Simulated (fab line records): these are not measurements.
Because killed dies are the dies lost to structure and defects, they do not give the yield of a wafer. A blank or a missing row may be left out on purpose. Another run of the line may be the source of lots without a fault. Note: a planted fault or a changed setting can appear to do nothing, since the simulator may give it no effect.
fab line records / flow gf180mcu
record: lots: 6 wafers: 18 lastDay: 34
route steps=602 shown DUAL_GATE@152 POLY_GATE@157
lots that met no fault: taken from a fault-free run of the same line
startH: the number of hours between the record's first day and the start of the first shown wafer of the lot / waitH: hours since the lot's step before / " repeats the value in the row above / L1.1+2: a single row standing in for several wafers / - no value, or no start given / * or withheld: withheld / < > ~ a bound
route shown NAME@n: names a module that has steps shown in the file, with the first one's number in the route / usual: the fault-free wafers' mean and standard deviation / same: alike in all rows / chamber/n: place in a boat / sites: each site's reading / _std_site: standard deviation of those values / _edge_site: outer sites' mean less inner sites' / radiusMm: how far each site lies from the wafer's centre / mask NAME#n: copy n / behind: the tool/chamber that last shaped the wafer / hold: why the lot was held/for how many hours/how that ended / device: names the non-switching transistor (n, p or np) / end of line: tests run on the same wafers once the route is complete / where a step has no rows: the recipe by itself / killed: dies lost to structure and defects at the first sort, not the wafer's yield / map: a wafer's dies, x killed, . not, _ none there
set.NAME: the setting that was run; set.NAME@STEP: the one run at that earlier step / model.NAME: the simulator's own value behind a step, which no gauge read
certain route steps with their lots: each step a table, each wafer a row
services: a tool's chamber out of use, with start hour (startH, from the record's first day; less than 0 if before it), hours out, and reason
== steps ==
step: GF_DUAL_GATE_OVL_MEAS_11
usual: DUAL_GATE_OVL: -0.3/1.2
lot.wafer=L242.2 tool=overlay-01 chamber=- startH=202.26 waitH=0.1 DUAL_GATE_OVL[nm]=-0.6
lot.wafer=L242.3 tool=overlay-01 chamber=- startH=202.26 waitH=0.1 DUAL_GATE_OVL[nm]=-0.1
lot.wafer=L242.5 tool=overlay-01 chamber=- startH=202.26 waitH=0.1 DUAL_GATE_OVL[nm]=0.2
lot.wafer=L250.1 tool=overlay-02 chamber=- startH=258.78 waitH=0.1 DUAL_GATE_OVL[nm]=-0.8
lot.wafer=L250.2 tool=overlay-02 chamber=- startH=258.78 waitH=0.1 DUAL_GATE_OVL[nm]=0.7
lot.wafer=L250.3 tool=overlay-02 chamber=- startH=258.78 waitH=0.1 DUAL_GATE_OVL[nm]=1.9
lot.wafer=L251.2 tool=overlay-02 chamber=- startH=265.84 waitH=0.1 DUAL_GATE_OVL[nm]=-1.9
lot.wafer=L251.5 tool=overlay-02 chamber=- startH=265.84 waitH=0.1 DUAL_GATE_OVL[nm]=-2.2
lot.wafer=L251.6 tool=overlay-02 chamber=- startH=265.84 waitH=0.1 DUAL_GATE_OVL[nm]=-0.8
lot.wafer=L255.1 tool=overlay-01 chamber=- startH=289.54 waitH=0.1 DUAL_GATE_OVL[nm]=-0.4
lot.wafer=L255.2 tool=overlay-01 chamber=- startH=289.54 waitH=0.1 DUAL_GATE_OVL[nm]=1.8
lot.wafer=L255.5 tool=overlay-01 chamber=- startH=289.54 waitH=0.1 DUAL_GATE_OVL[nm]=1.1
lot.wafer=L258.3 tool=overlay-01 chamber=- startH=314.21 waitH=0.1 DUAL_GATE_OVL[nm]=1.0
lot.wafer=L258.4 tool=overlay-01 chamber=- startH=314.21 waitH=0.1 DUAL_GATE_OVL[nm]=1.1
lot.wafer=L258.6 tool=overlay-01 chamber=- startH=314.21 waitH=0.1 DUAL_GATE_OVL[nm]=0.7
lot.wafer=L261.2 tool=overlay-01 chamber=- startH=342.30 waitH=0.1 DUAL_GATE_OVL[nm]=-0.2
lot.wafer=L261.3 tool=overlay-01 chamber=- startH=342.30 waitH=0.1 DUAL_GATE_OVL[nm]=-0.1
lot.wafer=L261.4 tool=overlay-01 chamber=- startH=342.30 waitH=0.1 DUAL_GATE_OVL[nm]=-0.1
step: GF_DUAL_GATE_WET_ETCH_12
recipe: chemistry: dHF targetDepthNm: 13 dry: n2Spin target: SiO2 tempC: 25 dilution: 100:1 timeS: 260
step: GF_DUAL_GATE_STRIP_13
recipe: chemistry: O2/N2 powerW: 1400 pressureMtorr: 1500 platenTempC: 250 o2FlowSccm: 3000 n2FlowSccm: 300 overashFraction: 0.5
usual: drypumpMotorCurrentA: 5.6/0.43 heaterPowerW: 309/33 oesProductAu: 0.716/0.0043 stripTimeToEndpointS: 12.63/0.032
lot.wafer=L242.2 tool=plasmaAsher-02 chamber=1 startH=202.37 waitH=0.0 drypumpMotorCurrentA=5.7 heaterPowerW=322 oesProductAu=0.709 rfHoursCounterH=7 stripTimeToEndpointS=12.60
lot.wafer=L242.3 tool=plasmaAsher-02 chamber=1 startH=202.37 waitH=0.0 drypumpMotorCurrentA=5.7 heaterPowerW=325 oesProductAu=0.718 rfHoursCounterH=- stripTimeToEndpointS=12.57
lot.wafer=L242.5 tool=plasmaAsher-02 chamber=0 startH=202.37 waitH=0.0 drypumpMotorCurrentA=5.7 heaterPowerW=279 oesProductAu=0.713 rfHoursCounterH=- stripTimeToEndpointS=12.56
lot.wafer=L250.1 tool=plasmaAsher-02 chamber=0 startH=258.91 waitH=0.0 drypumpMotorCurrentA=5.7 heaterPowerW=277 oesProductAu=0.703 rfHoursCounterH=12 stripTimeToEndpointS=12.58
lot.wafer=L250.2 tool=plasmaAsher-02 chamber=1 startH=258.91 waitH=0.0 drypumpMotorCurrentA=5.7 heaterPowerW=323 oesProductAu=0.706 rfHoursCounterH=12 stripTimeToEndpointS=12.61
lot.wafer=L250.3 tool=plasmaAsher-02 chamber=1 startH=258.91 waitH=0.0 drypumpMotorCurrentA=5.7 heaterPowerW=318 oesProductAu=0.713 rfHoursCounterH=- stripTimeToEndpointS=12.60
lot.wafer=L251.2 tool=plasmaAsher-04 chamber=1 startH=265.95 waitH=0.0 drypumpMotorCurrentA=6.3 heaterPowerW=291 oesProductAu=0.722 rfHoursCounterH=64 stripTimeToEndpointS=12.62
lot.wafer=L251.5 tool=plasmaAsher-04 chamber=1 startH=265.95 waitH=0.0 drypumpMotorCurrentA=6.4 heaterPowerW=280 oesProductAu=0.714 rfHoursCounterH=- stripTimeToEndpointS=12.64
lot.wafer=L251.6 tool=plasmaAsher-04 chamber=0 startH=265.95 waitH=0.0 drypumpMotorCurrentA=5.3 heaterPowerW=357 oesProductAu=0.716 rfHoursCounterH=- stripTimeToEndpointS=12.64
lot.wafer=L255.1 tool=plasmaAsher-03 chamber=1 startH=289.66 waitH=0.0 drypumpMotorCurrentA=5.3 heaterPowerW=323 oesProductAu=0.715 rfHoursCounterH=50 stripTimeToEndpointS=12.62
lot.wafer=L255.2 tool=plasmaAsher-03 chamber=0 startH=289.66 waitH=0.0 drypumpMotorCurrentA=4.8 heaterPowerW=272 oesProductAu=0.722 rfHoursCounterH=50 stripTimeToEndpointS=12.61
lot.wafer=L255.5 tool=plasmaAsher-03 chamber=1 startH=289.66 waitH=0.0 drypumpMotorCurrentA=5.3 heaterPowerW=330 oesProductAu=0.722 rfHoursCounterH=- stripTimeToEndpointS=12.59
lot.wafer=L258.3 tool=plasmaAsher-02 chamber=1 startH=314.34 waitH=0.0 drypumpMotorCurrentA=5.7 heaterPowerW=321 oesProductAu=0.715 rfHoursCounterH=- stripTimeToEndpointS=12.60
lot.wafer=L258.4 tool=plasmaAsher-02 chamber=0 startH=314.34 waitH=0.0 drypumpMotorCurrentA=5.7 heaterPowerW=279 oesProductAu=0.709 rfHoursCounterH=- stripTimeToEndpointS=12.59
lot.wafer=L258.6 tool=plasmaAsher-02 chamber=1 startH=314.34 waitH=0.0 drypumpMotorCurrentA=5.7 heaterPowerW=319 oesProductAu=0.716 rfHoursCounterH=- stripTimeToEndpointS=12.59
lot.wafer=L261.2 tool=plasmaAsher-02 chamber=1 startH=342.41 waitH=0.0 drypumpMotorCurrentA=5.7 heaterPowerW=326 oesProductAu=0.719 rfHoursCounterH=20 stripTimeToEndpointS=12.64
lot.wafer=L261.3 tool=plasmaAsher-02 chamber=1 startH=342.41 waitH=0.0 drypumpMotorCurrentA=5.7 heaterPowerW=323 oesProductAu=0.716 rfHoursCounterH=- stripTimeToEndpointS=12.60
lot.wafer=L261.4 tool=plasmaAsher-02 chamber=0 startH=342.41 waitH=0.0 drypumpMotorCurrentA=5.7 heaterPowerW=272 oesProductAu=0.725 rfHoursCounterH=- stripTimeToEndpointS=12.61
step: GF_DUAL_GATE_CLEAN_14
recipe: chemistry: SC1/SC2 mix: 1:4:20 tempC: 70 timeS: 150 dry: n2Spin
step: GF_DUAL_GATE_OXIDATION_15
recipe: tempC: 850 ambient: O2 stabiliseS: 600 purgeS: 300 targetThkA: 70.98 oxTimeS: 1995
step: GF_POLY_GATE_CVD_00
recipe: material: poly-Si targetThkNm: 200 tempC: 620 timeS: 1200 pressureMtorr: 200
step: GF_POLY_GATE_THK_MEAS_01
recipe: reads: poly-Si_of_POLY_GATE_CVD_00
usual: POLY_GATE_CVD_00_THK: 200.3/1.9
lot.wafer=L242.2 tool=filmMetro-04 chamber=- startH=207.13 waitH=0.0 POLY_GATE_CVD_00_THK[nm]=196.8
lot.wafer=L242.3 tool=filmMetro-04 chamber=- startH=207.13 waitH=0.0 POLY_GATE_CVD_00_THK[nm]=195.8
lot.wafer=L242.5 tool=filmMetro-04 chamber=- startH=207.13 waitH=0.0 POLY_GATE_CVD_00_THK[nm]=197.6
lot.wafer=L250.1 tool=filmMetro-02 chamber=- startH=262.61 waitH=0.0 POLY_GATE_CVD_00_THK[nm]=199.4
lot.wafer=L250.2 tool=filmMetro-02 chamber=- startH=262.61 waitH=0.0 POLY_GATE_CVD_00_THK[nm]=200.2
lot.wafer=L250.3 tool=filmMetro-02 chamber=- startH=262.61 waitH=0.0 POLY_GATE_CVD_00_THK[nm]=200.8
lot.wafer=L251.2 tool=filmMetro-02 chamber=- startH=269.90 waitH=0.0 POLY_GATE_CVD_00_THK[nm]=197.5
lot.wafer=L251.5 tool=filmMetro-02 chamber=- startH=269.90 waitH=0.0 POLY_GATE_CVD_00_THK[nm]=198.1
lot.wafer=L251.6 tool=filmMetro-02 chamber=- startH=269.90 waitH=0.0 POLY_GATE_CVD_00_THK[nm]=198.4
lot.wafer=L255.1 tool=filmMetro-03 chamber=- startH=293.33 waitH=0.0 POLY_GATE_CVD_00_THK[nm]=200.7
lot.wafer=L255.2 tool=filmMetro-03 chamber=- startH=293.33 waitH=0.0 POLY_GATE_CVD_00_THK[nm]=200.3
lot.wafer=L255.5 tool=filmMetro-03 chamber=- startH=293.33 waitH=0.0 POLY_GATE_CVD_00_THK[nm]=199.5
lot.wafer=L258.3 tool=filmMetro-03 chamber=- startH=317.37 waitH=0.0 POLY_GATE_CVD_00_THK[nm]=201.2
lot.wafer=L258.4 tool=filmMetro-03 chamber=- startH=317.37 waitH=0.0 POLY_GATE_CVD_00_THK[nm]=200.7
lot.wafer=L258.6 tool=filmMetro-03 chamber=- startH=317.37 waitH=0.0 POLY_GATE_CVD_00_THK[nm]=201.4
lot.wafer=L261.2 tool=filmMetro-03 chamber=- startH=345.46 waitH=0.0 POLY_GATE_CVD_00_THK[nm]=199.1
lot.wafer=L261.3 tool=filmMetro-03 chamber=- startH=345.46 waitH=0.0 POLY_GATE_CVD_00_THK[nm]=202.2
lot.wafer=L261.4 tool=filmMetro-03 chamber=- startH=345.46 waitH=0.0 POLY_GATE_CVD_00_THK[nm]=198.2
step: GF_POLY_GATE_DEHYDRATE_02
recipe: tempC: 200 timeS: 60
step: GF_POLY_GATE_HMDS_03
recipe: primeTimeS: 60 primeTempC: 120
step: GF_POLY_GATE_COAT_04
recipe: resist: BARC tempC: withheld timeS: withheld spinRpm: withheld resistThkNm: withheld
step: GF_POLY_GATE_COAT_05
recipe: resist: KrF spinRpm: withheld resistThkNm: 700
step: GF_POLY_GATE_SOFTBAKE_06
recipe: tempC: 130 timeS: 60 resist: KrF
step: GF_POLY_GATE_EXPOSE_07
recipe: maskId: Poly2 targetCdNm: 280 na: 0.68 sourceShape: conventional sigmaOuter: 0.6 doseMj: 28
usual: exposureDoseMJCm2: 27.975/0.029 focusOffsetNm: 0.0/0.52
lot.wafer=L242.2 tool=krfScanner-01 chamber=0 startH=216.38 waitH=- mask=Poly2#0 exposureDoseMJCm2=27.963 focusOffsetNm=-0.4
lot.wafer=L242.3 tool=krfScanner-01 chamber=0 startH=216.38 waitH=- mask=Poly2#0 exposureDoseMJCm2=27.941 focusOffsetNm=-0.2
lot.wafer=L242.5 tool=krfScanner-01 chamber=0 startH=216.38 waitH=- mask=Poly2#0 exposureDoseMJCm2=27.964 focusOffsetNm=-0.3
lot.wafer=L250.1 tool=krfScanner-02 chamber=- startH=272.48 waitH=- mask=Poly2#0 exposureDoseMJCm2=- focusOffsetNm=-
lot.wafer=L250.2 tool=krfScanner-02 chamber=- startH=272.48 waitH=- mask=Poly2#0 exposureDoseMJCm2=- focusOffsetNm=-
lot.wafer=L250.3 tool=krfScanner-02 chamber=- startH=272.48 waitH=- mask=Poly2#0 exposureDoseMJCm2=- focusOffsetNm=-
lot.wafer=L251.2 tool=krfScanner-02 chamber=- startH=279.63 waitH=- mask=Poly2#0 exposureDoseMJCm2=- focusOffsetNm=-
lot.wafer=L251.5 tool=krfScanner-02 chamber=- startH=279.63 waitH=- mask=Poly2#0 exposureDoseMJCm2=- focusOffsetNm=-
lot.wafer=L251.6 tool=krfScanner-02 chamber=- startH=279.63 waitH=- mask=Poly2#0 exposureDoseMJCm2=- focusOffsetNm=-
lot.wafer=L255.1 tool=krfScanner-02 chamber=0 startH=303.03 waitH=- mask=Poly2#0 exposureDoseMJCm2=27.919 focusOffsetNm=0.1
lot.wafer=L255.2 tool=krfScanner-02 chamber=0 startH=303.03 waitH=- mask=Poly2#0 exposureDoseMJCm2=27.961 focusOffsetNm=-0.3
lot.wafer=L255.5 tool=krfScanner-02 chamber=0 startH=303.03 waitH=- mask=Poly2#0 exposureDoseMJCm2=27.940 focusOffsetNm=-0.4
lot.wafer=L258.3 tool=krfScanner-02 chamber=0 startH=327.28 waitH=- mask=Poly2#0 exposureDoseMJCm2=27.950 focusOffsetNm=-0.7
lot.wafer=L258.4 tool=krfScanner-02 chamber=0 startH=327.28 waitH=- mask=Poly2#0 exposureDoseMJCm2=27.921 focusOffsetNm=-0.7
lot.wafer=L258.6 tool=krfScanner-02 chamber=0 startH=327.28 waitH=- mask=Poly2#0 exposureDoseMJCm2=27.921 focusOffsetNm=-1.0
lot.wafer=L261.2 tool=krfScanner-01 chamber=0 startH=356.80 waitH=- mask=Poly2#0 exposureDoseMJCm2=27.942 focusOffsetNm=-0.2
lot.wafer=L261.3 tool=krfScanner-01 chamber=0 startH=356.80 waitH=- mask=Poly2#0 exposureDoseMJCm2=27.970 focusOffsetNm=-0.3
lot.wafer=L261.4 tool=krfScanner-01 chamber=0 startH=356.80 waitH=- mask=Poly2#0 exposureDoseMJCm2=27.904 focusOffsetNm=-0.1
step: GF_POLY_GATE_PEB_08
recipe: pebTempC: 135 pebTimeS: 90 resist: KrF
== services ==
tool=plasmaAsher-02 chamber=- startH=178.72 hours=3.8 kind=repair
tool=plasmaAsher-02 chamber=- startH=191.86 hours=0.7 kind=repair
tool=plasmaAsher-03 chamber=- startH=197.22 hours=2.8 kind=pm
tool=plasmaAsher-02 chamber=- startH=206.65 hours=2.4 kind=repair
tool=krfScanner-02 chamber=- startH=210.98 hours=0.3 kind=repair
tool=krfScanner-02 chamber=- startH=214.52 hours=1.0 kind=pm
tool=krfScanner-01 chamber=- startH=238.40 hours=4.0 kind=pm
tool=krfScanner-02 chamber=0 startH=244.47 hours=- kind=calibration
tool=krfScanner-01 chamber=- startH=249.13 hours=0.8 kind=pm
tool=krfScanner-01 chamber=- startH=263.46 hours=0.4 kind=repair
tool=krfScanner-02 chamber=- startH=265.43 hours=0.2 kind=repair
tool=krfScanner-02 chamber=- startH=287.56 hours=1.0 kind=repair
tool=krfScanner-01 chamber=- startH=293.61 hours=1.0 kind=pm
tool=krfScanner-01 chamber=- startH=294.61 hours=1.3 kind=pm
tool=krfScanner-02 chamber=- startH=298.06 hours=0.8 kind=pm
tool=krfScanner-02 chamber=- startH=299.17 hours=1.5 kind=repair
tool=krfScanner-02 chamber=- startH=303.92 hours=4.4 kind=pm
tool=krfScanner-01 chamber=- startH=308.29 hours=3.6 kind=pm
tool=plasmaAsher-02 chamber=- startH=310.99 hours=1.8 kind=repair
tool=krfScanner-01 chamber=- startH=312.03 hours=36.0 kind=pm
tool=krfScanner-01 chamber=0 startH=321.23 hours=- kind=calibration
tool=plasmaAsher-02 chamber=- startH=325.37 hours=0.7 kind=repair
tool=plasmaAsher-04 chamber=- startH=328.00 hours=2.8 kind=pm
tool=krfScanner-02 chamber=- startH=348.03 hours=1.3 kind=pm
== key ==
firstSign: step: GF_POLY_GATE_EXPOSE_07 reading: toolRecord direction: missing
effect none on later readings
metAt GF_POLY_GATE_EXPOSE_07
struckWafers L250.1,L250.2,L250.3,L251.2,L251.5,L251.6
laterRowsLeftOut L250.1,L250.2,L250.3,L251.2,L251.5,L251.6
sortLeftOut L250.1,L250.2,L250.3,L251.2,L251.5,L251.6
testerLeftOut L250,L251
fault: kind: skippedStepWhole tool: krfScanner-02 chamber: - onsetH: 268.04 steps: GF_POLY_GATE_EXPOSE_07 scope: struckLotsOnly
testerLeftOut: of these lots the tester's yield and bins aren't shown, on N5 and GAA mostly nor the transistor test; their killed dies are dies lost to structure and defects alone, not to doping, threshold or leakage, so they don't give the yield
sortLeftOut: the simulated sort isn't trusted on such a fault, so these wafers' sort isn't shown, and their yield isn't known
laterRowsLeftOut: the simulator's readings of these wafers behind a module that went badly wrong aren't trusted and aren't shown, but for the sort
